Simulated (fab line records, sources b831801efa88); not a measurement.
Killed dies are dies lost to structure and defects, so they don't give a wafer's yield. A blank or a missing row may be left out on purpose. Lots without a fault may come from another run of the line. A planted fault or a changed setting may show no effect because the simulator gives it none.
Problem report in the 8D (eight disciplines) form, filled by code | flow sky130 | the parts of the form that need people (team, actions taken, sign-off) are left out

1. THE PROBLEM
rf_fwd_power_W at SKY_FIELD_ISO_ETCH_14 reads a mean of 571.3 W on 1 wafer of 1 lot; wafers without a fault read 494.7 W with a standard deviation of 2.2. That is +35 standard deviations from the usual mean.
The step: etches BARC in N2/H2, stops on SiO2, time 45.9 s, target depth 60 nm.
First seen on wafer L135.3, day 4 19:12, on rie_diel-02. The record holds 15 wafers of 5 lots with a number at this step. Rule for "out", or "out of limits": more than 4 standard deviations from the usual mean. The other wafers with a number count as sound.

2. WHAT IT IS AND WHAT IT IS NOT
question                    | is               | is not
which readings at this step | rf_fwd_power_W   | drypump_motor_current_A, n2_flow_sccm, oes_product_au, throttle_valve_pct
which lots                  | L135             | L128, L130, L144, L146
which wafers of those lots  | L135.3           | L135.1, L135.4
read on which tools         | rie_diel-02      | rie_diel-01, rie_diel-04
when                        | from day 4 19:12 | up to then (8 sound wafers); but 6 sound wafers of L144, L146 came after

3. SUSPECTS, AND WHAT RULES EACH OUT
Counting: a tool at a process step up to the reading stays a suspect if it ran every lot that is out. Sound lots after the first of them don't rule it out here, since some wafers of a struck lot are sound.
- rie_diel-02 at SKY_FIELD_ISO_ETCH_14 (etches BARC in N2/H2, stops on SiO2, time 45.9 s, target depth 60 nm): kept. It ran the lot that is out, L135 (day 4 19:12); its last sound lot up to then is L130 (day 3 18:48). Its own readings are out on those wafers: rf_fwd_power_W.
- Within rie_diel-02 at SKY_FIELD_ISO_ETCH_14: the wafers that are out ran in chamber 1; their sound lot-mates ran in chambers 2, 3.
Left after counting: rie_diel-02 at SKY_FIELD_ISO_ETCH_14.

4. THE CAUSE (what the simulator had put in)
Process parameter drift: rie_diel-02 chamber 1, from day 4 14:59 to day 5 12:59, at SKY_FIELD_ISO_ETCH_14. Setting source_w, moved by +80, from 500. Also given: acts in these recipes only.
Counting left only this tool.

5. THE CHAIN OF EFFECTS, in route order
Each row: a reading whose mean over the struck wafers that have a number lies more than 3 standard deviations from the usual. Only readings for which the record gives a usual standard deviation are gone through. hours: the time from each lot's start at the first step in this table that gives one to its start at this step, as a median over the lots. sigmas: the change in usual standard deviations.
hours | step                  | reading        | usual   | on struck wafers | change | sigmas
0     | SKY_FIELD_ISO_ETCH_14 | rf_fwd_power_W | 494.7 W | 571.3            | +76.6  | +35
The process steps in it:
- SKY_FIELD_ISO_ETCH_14: etches BARC in N2/H2, stops on SiO2, time 45.9 s, target depth 60 nm.

6. WHAT WOULD HAVE CAUGHT IT SOONER
In this record the first reading out of limits was taken at day 4 19:12, 4 hours after the fault began at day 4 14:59.
